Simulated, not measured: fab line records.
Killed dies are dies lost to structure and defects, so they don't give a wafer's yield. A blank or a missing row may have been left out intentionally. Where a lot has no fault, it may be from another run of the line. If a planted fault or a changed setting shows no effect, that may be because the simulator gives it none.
2 desks, one fault || flow gf180mcu || numbers are kept per desk, each desk with only its own; the story behind them comes last

== THE TOOL OWNER'S DESK: implanter-02 ==
GF_HV_LDD_IMPLANT_35, tool's own readings: per-lot mean of the sampled wafers with a number, covering each lot this tool ran. Marked OUT: a lot whose mean sits more than 4 standard deviations from the usual mean, which makes it out of limits; the brackets give that distance.
Columns: A = dose_ions_cm2 at GF_HV_LDD_IMPLANT_35, usual 7.499e+12; B = end_station_pressure_torr at GF_HV_LDD_IMPLANT_35, usual 5.05e-06 Torr; C = faraday_current_uA at GF_HV_LDD_IMPLANT_35, usual 42.2
{"lot": "L766", "first seen here": "day 12 10:11", "A": 7.505e+12, "B": 5.04e-06, "C": 42.5}
{"lot": "L767", "first seen here": "day 13 06:16", "A": 7.494e+12, "B": 5.27e-06, "C": 41.6}
{"lot": "L770", "first seen here": "day 13 17:19", "A": 7.492e+12, "B": 5.06e-06, "C": 41.6}
{"lot": "L775", "first seen here": "day 15 22:25", "A": "1.445e+12 (-99 or more) OUT", "B": 5.11e-06, "C": "8.1 (-43) OUT"}
{"lot": "L778", "first seen here": "day 16 18:55", "A": "1.443e+12 (-99 or more) OUT", "B": 4.79e-06, "C": "8.3 (-42) OUT"}
This desk finds L775, L778 out of limits, L775 being first, at day 15 22:25 (dose_ions_cm2 at GF_HV_LDD_IMPLANT_35). L766, L767, L770: within limits.

== THE METROLOGY DESK ==
Lot by lot, what the gauges showed, no matter which tool ran the lot: averages of those sampled wafers that carry a number. Marked OUT: a lot whose mean sits more than 4 standard deviations from the usual mean, which makes it out of limits; the brackets give that distance.
Columns: A = cd_nm at GF_HV_LDD_CD_MEAS_07, usual 400.2 nm; B = HV_LDD_3_TW at GF_HV_LDD_TW_MEAS_38, usual 1429; C = HV_LDD_RS at GF_HV_LDD_RS_MEAS_53, usual 418.1 ohm/sq; D = HV_LDD_CVD_56_THK at GF_HV_LDD_THK_MEAS_57, usual 89.9 nm
{"lot": "L764", "first seen here": "day 10 05:15", "A": 402.0, "B": 1421, "C": 419.3, "D": 90.5}
{"lot": "L765", "first seen here": "day 10 07:18", "A": 401.6, "B": 1436, "C": 418.7, "D": 90.3}
{"lot": "L766", "first seen here": "day 10 21:35", "A": 401.5, "B": 1421, "C": 418.1, "D": 89.5}
{"lot": "L767", "first seen here": "day 11 16:15", "A": 398.5, "B": 1437, "C": 416.8, "D": 89.7}
{"lot": "L770", "first seen here": "day 12 03:48", "A": 399.1, "B": 1432, "C": 417.7, "D": 90.4}
{"lot": "L773", "first seen here": "day 13 13:05", "A": 399.4, "B": 1426, "C": 417.2, "D": 89.2}
{"lot": "L775", "first seen here": "day 14 03:00", "A": 403.9, "B": "1329 (-14) OUT", "C": "436.3 (+20) OUT", "D": 88.3}
{"lot": "L778", "first seen here": "day 14 22:18", "A": 398.8, "B": "1324 (-14) OUT", "C": "435.0 (+19) OUT", "D": 90.4}
{"lot": "L783", "first seen here": "day 16 01:39", "A": 399.6, "B": 1447, "C": 416.4, "D": 89.3}
{"lot": "L784", "first seen here": "day 16 03:58", "A": 402.4, "B": 1421, "C": 417.9, "D": 89.4}
{"lot": "L786", "first seen here": "day 16 18:00", "A": 403.6, "B": 1420, "C": 417.4, "D": 90.3}
This desk finds L775, L778 out of limits, with the earliest case on L775 at day 15 22:49 (HV_LDD_3_TW at GF_HV_LDD_TW_MEAS_38). L764, L765, L766, L767, L770, L773, L783, L784, L786: within limits.

== ALL TOGETHER ==
The tool owner's desk could have raised an alarm at day 15 22:25, on L775, L778.
L775, L778 would have let the metrology desk raise an alarm at day 15 22:49.
The lots listed all ran GF_HV_LDD_IMPLANT_35 on implanter-02.

== WHAT THE SIMULATOR HAD PUT IN ==
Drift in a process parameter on implanter-02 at GF_HV_LDD_IMPLANT_35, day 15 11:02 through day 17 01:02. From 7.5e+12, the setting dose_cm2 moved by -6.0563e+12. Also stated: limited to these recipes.
Lots struck among those shown: L775, L778.
Counting hours from when the fault started, the first reading out of limits came at 11 for the tool owner's desk and at 12 for the metrology desk.
